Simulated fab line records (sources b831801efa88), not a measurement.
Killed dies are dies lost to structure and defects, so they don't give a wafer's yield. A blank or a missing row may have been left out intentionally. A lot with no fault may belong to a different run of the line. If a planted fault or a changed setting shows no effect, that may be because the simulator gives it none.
fab line records ; flow gf180mcu
record: lots: 6; wafers: 18; lastDay: 33
route steps=602 shown M1@323 V1@335
lots untouched by any fault: they come from a run of this same line in which no faults occurred
startH: hours from the record's first day to the start of the lot's first wafer shown ; waitH: hours elapsed since this lot's preceding step ; " the same as in the row above ; L1.1+2: one row covering several wafers at once ; - no value, or no start was given ; * or withheld: withheld ; < > ~ a bound
route shown NAME@n: NAME is a module with steps in the file, n the number in the route of the first one ; usual: average and standard deviation across the fault-free wafers ; same: alike in all rows ; chamber/n: place in a boat ; sites: readings site by site ; _std_site: their standard deviation ; _edge_site: the outer-site mean with the inner-site mean subtracted ; radiusMm: how far each site lies from the wafer's centre ; mask NAME#n: copy n ; behind: the last tool/chamber to shape the wafer ; hold: the reason the lot was held/the length of the hold in hours/how it ended ; device: names the non-switching transistor (n, p or np) ; end of line: the route-end tests of the same wafers ; for a step that has no rows: nothing shown but its recipe ; killed: not the wafer's yield, but the dies lost to structure and defects at the first sort ; map: the dies of a wafer, with x for killed, . for not killed, _ for no die there
set.NAME: setting as actually run; set.NAME@STEP: the setting as run at that earlier step ; model.NAME: the simulator's own value behind a step, which no gauge read
lots at some steps of the route; a table a step, a row a wafer
services: from which hour (startH, from the record's first day; less than 0 if before it) a tool's chamber was out of use, for how many hours, and why
== steps ==
step: GF_M1_HMDS_08
recipe: primeTimeS: 60; primeTempC: 120
step: GF_M1_COAT_09
recipe: resist: KrF; spinRpm: withheld; resistThkNm: 1000
step: GF_M1_SOFTBAKE_10
recipe: tempC: 130; timeS: 60; resist: KrF
step: GF_M1_EXPOSE_11
recipe: maskId: Metal1; targetCdNm: 230; na: 0.68; sourceShape: conventional; sigmaOuter: 0.6; doseMj: 28
step: GF_M1_PEB_12
recipe: pebTempC: 135; pebTimeS: 90; resist: KrF
step: GF_M1_DEVELOP_13
recipe: developTimeS: 60; devTempC: 21
step: GF_M1_CD_MEAS_14
recipe: targetCdNm: 230
usual: cdNm: 230.0/1.3
lot.wafer;tool;chamber;startH;waitH;cdNm
L586.2;cdSem-01;-;483.12;0.2;227.9
L586.3;cdSem-01;-;483.12;0.2;228.2
L586.5;cdSem-01;-;483.12;0.2;228.5
L590.3;cdSem-02;-;513.24;0.1;228.9
L590.4;cdSem-02;-;513.24;0.1;228.5
L590.5;cdSem-02;-;513.24;0.1;230.1
L591.3;cdSem-02;-;518.29;0.1;232.3
L591.4;cdSem-02;-;518.29;0.1;231.9
L591.6;cdSem-02;-;518.29;0.1;231.9
L592.1;cdSem-02;-;525.97;0.1;230.1
L592.3;cdSem-02;-;525.97;0.1;231.4
L592.4;cdSem-02;-;525.97;0.1;231.7
L593.3;cdSem-02;-;537.09;0.1;228.6
L593.4;cdSem-02;-;537.09;0.1;228.9
L593.5;cdSem-02;-;537.09;0.1;228.6
L594.1;cdSem-02;-;541.70;0.1;231.3
L594.2;cdSem-02;-;541.70;0.1;231.7
L594.5;cdSem-02;-;541.70;0.1;230.6
step: GF_M1_OVL_MEAS_15
usual: M1_OVL: 0/5
lot.wafer;tool;chamber;startH;waitH;M1_OVL[nm]
L586.2;overlay-01;-;483.23;0.1;0
L586.3;overlay-01;-;483.23;0.1;-1
L586.5;overlay-01;-;483.23;0.1;2
L590.3;overlay-01;-;513.34;0.1;3
L590.4;overlay-01;-;513.34;0.1;2
L590.5;overlay-01;-;513.34;0.1;4
L591.3;overlay-01;-;518.38;0.1;7
L591.4;overlay-01;-;518.38;0.1;-4
L591.6;overlay-01;-;518.38;0.1;0
L592.1;overlay-01;-;526.09;0.1;-2
L592.3;overlay-01;-;526.09;0.1;-6
L592.4;overlay-01;-;526.09;0.1;-2
L593.3;overlay-01;-;537.19;0.1;-12
L593.4;overlay-01;-;537.19;0.1;0
L593.5;overlay-01;-;537.19;0.1;-14
L594.1;overlay-01;-;541.82;0.1;-2
L594.2;overlay-01;-;541.82;0.1;-7
L594.5;overlay-01;-;541.82;0.1;-1
step: GF_M1_METAL_ETCH_16
recipe: chemistry: Cl2/BCl3; maskMaterial: KrF; targetDepthNm: 627.5; stopOn: SiO2; pressureMtorr: 8; icpW: 800; biasW: 140; Cl2_flow_sccm: 80; bcl3FlowSccm: 40; timeS: 104.6
usual: bcl3FlowSccm: 40.03/0.12; drypumpMotorCurrentA: 6.0/0.45; oesProductAu: 0.968/0.0065; throttleValvePct: 28.253/0.011
lot.wafer;tool;chamber;startH;waitH;bcl3FlowSccm;drypumpMotorCurrentA;oesProductAu;rfHoursCounterH;throttleValvePct
L586.2;rieMetal-01;0;483.30;0.1;40.33;6.0;0.966;-;28.258
L586.3;rieMetal-01;0;483.30;0.1;40.08;6.0;0.970;-;28.248
L586.5;rieMetal-01;0;483.30;0.1;40.42;6.0;0.967;-;28.278
L590.3;rieMetal-04;0;513.40;0.1;40.22;5.9;0.969;-;28.247
L590.4;rieMetal-04;1;513.40;0.1;40.10;6.2;0.981;-;28.253
L590.5;rieMetal-04;1;513.40;0.1;40.01;6.2;0.976;-;28.237
L591.3;rieMetal-03;0;518.44;0.1;40.07;6.6;0.971;-;28.245
L591.4;rieMetal-03;1;518.44;0.1;39.90;5.3;0.973;-;28.247
L591.6;rieMetal-03;1;518.44;0.1;40.00;5.3;0.977;-;28.253
L592.1;rieMetal-01;1;526.12;0.0;39.89;6.1;0.971;0;28.246
L592.3;rieMetal-01;1;526.12;0.0;40.07;6.1;0.963;-;28.250
L592.4;rieMetal-01;1;526.12;0.0;39.90;6.1;0.977;-;28.234
L593.3;rieMetal-01;1;537.28;0.1;39.92;6.1;0.967;-;28.248
L593.4;rieMetal-01;1;537.28;0.1;40.25;6.1;0.981;-;28.240
L593.5;rieMetal-01;1;537.28;0.1;40.12;6.1;0.974;-;28.239
L594.1;rieMetal-01;0;541.86;0.0;40.01;6.0;0.955;0;28.274
L594.2;rieMetal-01;1;541.86;0.0;40.01;6.1;0.971;1;28.263
L594.5;rieMetal-01;0;541.86;0.0;40.17;6.0;0.966;-;28.282
step: GF_M1_STRIP_17
recipe: chemistry: O2/N2; powerW: 1400; pressureMtorr: 1500; platenTempC: 250; o2FlowSccm: 3000; n2FlowSccm: 300; overashFraction: 0.5
usual: drypumpMotorCurrentA: 6.0/0.46; heaterPowerW: 323/49; oesProductAu: 0.557/0.0057; stripTimeToEndpointS: 7.86/0.068
lot.wafer;tool;chamber;startH;waitH;drypumpMotorCurrentA;heaterPowerW;oesProductAu;rfHoursCounterH;stripTimeToEndpointS
L586.2;plasmaAsher-04;1;483.48;0.1;6.3;333;0.558;82;7.84
L586.3;plasmaAsher-04;1;483.48;0.1;6.2;325;0.550;-;7.89
L586.5;plasmaAsher-04;1;483.48;0.1;6.2;335;0.558;-;7.90
L590.3;plasmaAsher-03;0;513.51;0.1;6.1;249;0.554;-;7.84
L590.4;plasmaAsher-03;1;513.51;0.1;6.7;406;0.559;-;7.83
L590.5;plasmaAsher-03;0;513.51;0.1;6.1;244;0.553;-;7.86
L591.3;plasmaAsher-02;1;518.55;0.1;6.0;331;0.554;-;7.75
L591.4;plasmaAsher-02;0;518.55;0.1;5.8;313;0.555;-;7.80
L591.6;plasmaAsher-02;0;518.55;0.1;5.8;303;0.566;-;7.86
L592.1;plasmaAsher-03;0;526.35;0.2;6.1;253;0.563;75;7.90
L592.3;plasmaAsher-03;1;526.35;0.2;6.7;409;0.561;-;7.94
L592.4;plasmaAsher-03;0;526.35;0.2;6.1;239;0.550;-;7.88
L593.3;plasmaAsher-02;1;537.47;0.1;6.0;319;0.557;-;7.85
L593.4;plasmaAsher-02;0;537.47;0.1;5.9;309;0.548;-;7.85
L593.5;plasmaAsher-02;0;537.47;0.1;5.8;305;0.567;-;7.88
L594.1;plasmaAsher-04;0;541.97;0.1;5.1;315;0.569;88;8.02
L594.2;plasmaAsher-04;1;541.97;0.1;6.2;331;0.562;88;7.92
L594.5;plasmaAsher-04;0;541.97;0.1;5.1;317;0.568;-;8.03
step: GF_M1_STRIP_18
recipe: chemistry: postEtchResidueRemover; timeS: 1200; tempC: 72.5
step: GF_M1_CLEAN_19
recipe: chemistry: DIW; dry: n2Spin
step: GF_V1_CVD_00
recipe: material: SiO2; targetThkNm: 600; sigmaOpenFrac: 0.3; tempC: 400; timeS: 97.07; sih4FlowSccm: 60; pressureMtorr: 6
usual: pressureMtorr: 6.001/0.011; runLengthS: 128.1/0.42
lot.wafer;tool;chamber;startH;waitH;pressureMtorr;runLengthS
L586.2;hdpcvd-02;2;484.02;0.0;6.024;129.2
L586.3;hdpcvd-02;1;484.02;0.0;6.005;127.6
L586.5;hdpcvd-02;0;484.02;0.0;6.009;128.1
L590.3;hdpcvd-01;1;514.01;0.0;5.978;128.0
L590.4;hdpcvd-01;1;514.01;0.0;5.981;127.9
L590.5;hdpcvd-01;0;514.01;0.0;6.005;127.7
L591.3;hdpcvd-02;1;519.05;0.0;-;-
L591.4;hdpcvd-02;1;519.05;0.0;-;-
L591.6;hdpcvd-02;0;519.05;0.0;-;-
L592.1;hdpcvd-02;0;526.91;0.0;-;-
L592.3;hdpcvd-02;2;526.91;0.0;-;-
L592.4;hdpcvd-02;1;526.91;0.0;-;-
L593.3;hdpcvd-02;2;538.00;0.0;5.988;129.0
L593.4;hdpcvd-02;2;538.00;0.0;5.978;129.3
L593.5;hdpcvd-02;1;538.00;0.0;6.013;127.3
L594.1;hdpcvd-01;2;542.51;0.0;6.000;127.8
L594.2;hdpcvd-01;1;542.51;0.0;6.012;128.2
L594.5;hdpcvd-01;0;542.51;0.0;5.998;128.0
step: GF_V1_CVD_02
recipe: material: SiO2; targetThkNm: 850; precursor: TEOS; tempC: 400; timeS: 94.851; rfW: 600
usual: heaterPowerOuterW: 312/68; heaterPowerW: 549/87
lot.wafer;tool;chamber;startH;waitH;heaterPowerOuterW;heaterPowerW;sinceWetCleanH
L586.2;pecvd-02;0;484.15;0.0;264;515;101
L586.3;pecvd-02;1;484.15;0.0;241;424;101
L586.5;pecvd-02;2;484.15;0.0;302;552;-
L590.3;pecvd-02;1;514.17;0.1;238;420;-
L590.4;pecvd-02;2;514.17;0.1;335;599;-
L590.5;pecvd-02;2;514.17;0.1;348;626;-
L591.3;pecvd-02;2;519.22;0.1;304;549;-
L591.4;pecvd-02;1;519.22;0.1;254;446;-
L591.6;pecvd-02;1;519.22;0.1;179;340;-
L592.1;pecvd-03;2;527.04;0.1;419;676;352
L592.3;pecvd-03;0;527.04;0.1;221;424;-
L592.4;pecvd-03;2;527.04;0.1;330;529;-
L593.3;pecvd-04;2;538.13;0.0;241;468;572
L593.4;pecvd-04;0;538.13;0.0;320;585;-
L593.5;pecvd-04;1;538.13;0.0;448;666;-
L594.1;pecvd-04;2;542.65;0.1;312;539;576
L594.2;pecvd-04;1;542.65;0.1;348;576;576
L594.5;pecvd-04;2;542.65;0.1;215;433;-
step: GF_V1_CMP_04
recipe: material: SiO2; downForcePsi: 4; platenRpm: 60; padVelocityMS: 0.94248
usual: edgeZonePressureFrac: 1.000/0.0047; headPressurePsi: 4.000/0.0082; motorCurrentA: 11.9/0.89
lot.wafer;tool;chamber;startH;waitH;edgeZonePressureFrac;headPressurePsi;motorCurrentA
L586.2;cmp-01;3;484.28;0.0;0.993;4.000;12.8
L586.3;cmp-01;2;484.28;0.0;1.003;4.009;11.9
L586.5;cmp-01;3;484.28;0.0;1.001;3.999;12.9
L590.3;cmp-02;1;514.30;0.0;1.003;3.990;9.9
L590.4;cmp-02;3;514.30;0.0;1.001;3.992;13.1
L590.5;cmp-02;2;514.30;0.0;0.994;4.003;11.3
L591.3;cmp-02;3;519.45;0.1;0.993;3.985;13.6
L591.4;cmp-02;0;519.45;0.1;1.007;3.986;11.3
L591.6;cmp-02;1;519.45;0.1;1.002;3.995;11.0
L592.3;cmp-02;2;527.21;0.0;0.999;3.992;11.7
L592.4;cmp-02;3;527.21;0.0;1.003;3.997;13.3
L592.1;cmp-02;0;527.21;0.0;0.998;3.998;12.4
L593.4;cmp-02;1;538.26;0.0;1.000;3.997;11.2
L593.3;cmp-02;0;538.26;0.0;0.993;4.000;11.2
L593.5;cmp-02;1;538.26;0.0;0.999;4.000;10.2
L594.2;cmp-02;2;542.78;0.0;1.003;3.992;11.9
L594.1;cmp-02;3;542.78;0.0;1.007;4.009;13.0
L594.5;cmp-02;2;542.78;0.0;1.004;3.987;11.3
step: GF_V1_BOW_MEAS_05
recipe: mode: bow
usual: V1_BOW: 81/7.2
lot.wafer;tool;chamber;startH;waitH;V1_BOW[um]
L586.2;filmMetro-03;-;484.60;0.3;90
L586.3;filmMetro-03;-;484.60;0.3;88
L586.5;filmMetro-03;-;484.60;0.3;87
L590.3;filmMetro-02;-;514.64;0.3;74
L590.4;filmMetro-02;-;514.64;0.3;76
L590.5;filmMetro-02;-;514.64;0.3;74
L591.3;filmMetro-02;-;519.69;0.2;58
L591.4;filmMetro-02;-;519.69;0.2;52
L591.6;filmMetro-02;-;519.69;0.2;59
L592.1;filmMetro-02;-;527.51;0.1;58
L592.3;filmMetro-02;-;527.51;0.1;57
L592.4;filmMetro-02;-;527.51;0.1;51
L593.3;filmMetro-04;-;538.60;0.1;84
L593.4;filmMetro-04;-;538.60;0.1;79
L593.5;filmMetro-04;-;538.60;0.1;79
L594.1;filmMetro-02;-;543.08;0.2;77
L594.2;filmMetro-02;-;543.08;0.2;89
L594.5;filmMetro-02;-;543.08;0.2;91
step: GF_V1_DEHYDRATE_06
recipe: tempC: 200; timeS: 60
== services ==
tool;chamber;startH;hours;kind
plasmaAsher-02;-;459.60;0.7;repair
rieMetal-04;-;465.44;2.8;pm
hdpcvd-02;-;468.58;0.9;repair
rieMetal-01;1;468.95;27.8;repair
pecvd-03;-;469.98;2.0;repair
rieMetal-04;0;470.92;27.1;repair
plasmaAsher-04;-;476.50;1.3;repair
plasmaAsher-03;-;492.77;2.5;repair
rieMetal-01;1;496.71;-;clean
rieMetal-01;1;496.71;21.6;scheduledDown
rieMetal-01;1;496.71;21.6;ventCycle
pecvd-02;-;500.69;2.8;pm
pecvd-02;0;511.81;10.4;repair
rieMetal-01;0;518.30;-;clean
rieMetal-01;0;518.30;20.2;scheduledDown
rieMetal-01;0;518.30;20.2;ventCycle
plasmaAsher-04;-;521.02;1.2;repair
cmp-02;-;521.16;1.8;repair
pecvd-03;1;521.85;22.4;repair
hdpcvd-01;-;527.12;0.3;repair
cmp-01;-;535.45;1.3;repair
pecvd-03;-;536.41;14.6;pm
hdpcvd-02;-;539.25;15.0;pm
hdpcvd-02;0;539.25;15.0;ventCycle
== key ==
firstSign: step: GF_V1_CVD_00; reading: toolRecord; direction: missing
effect: step: GF_V1_BOW_MEAS_05; reading: V1_BOW; direction: down; sigmas: 3.5; usual: 81; struck: 56
metAt GF_V1_CVD_00
struckWafers L591.3,L591.4,L591.6,L592.1,L592.3,L592.4
laterRowsLeftOut L591.3,L591.4,L591.6,L592.1,L592.3,L592.4
sortLeftOut L591.3,L591.4,L591.6,L592.1,L592.3,L592.4
onsetBetween 484.02 519.05
fault: kind: skippedStepWhole; tool: hdpcvd-02; chamber: -; onsetH: 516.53; steps: GF_V1_CVD_00; scope: struckLotsOnly
sortLeftOut: the simulated sort isn't trusted on such a fault, so these wafers' sort isn't shown, and their yield isn't known
laterRowsLeftOut: the simulator's readings of these wafers behind a module that went badly wrong aren't trusted and aren't shown, but for the sort
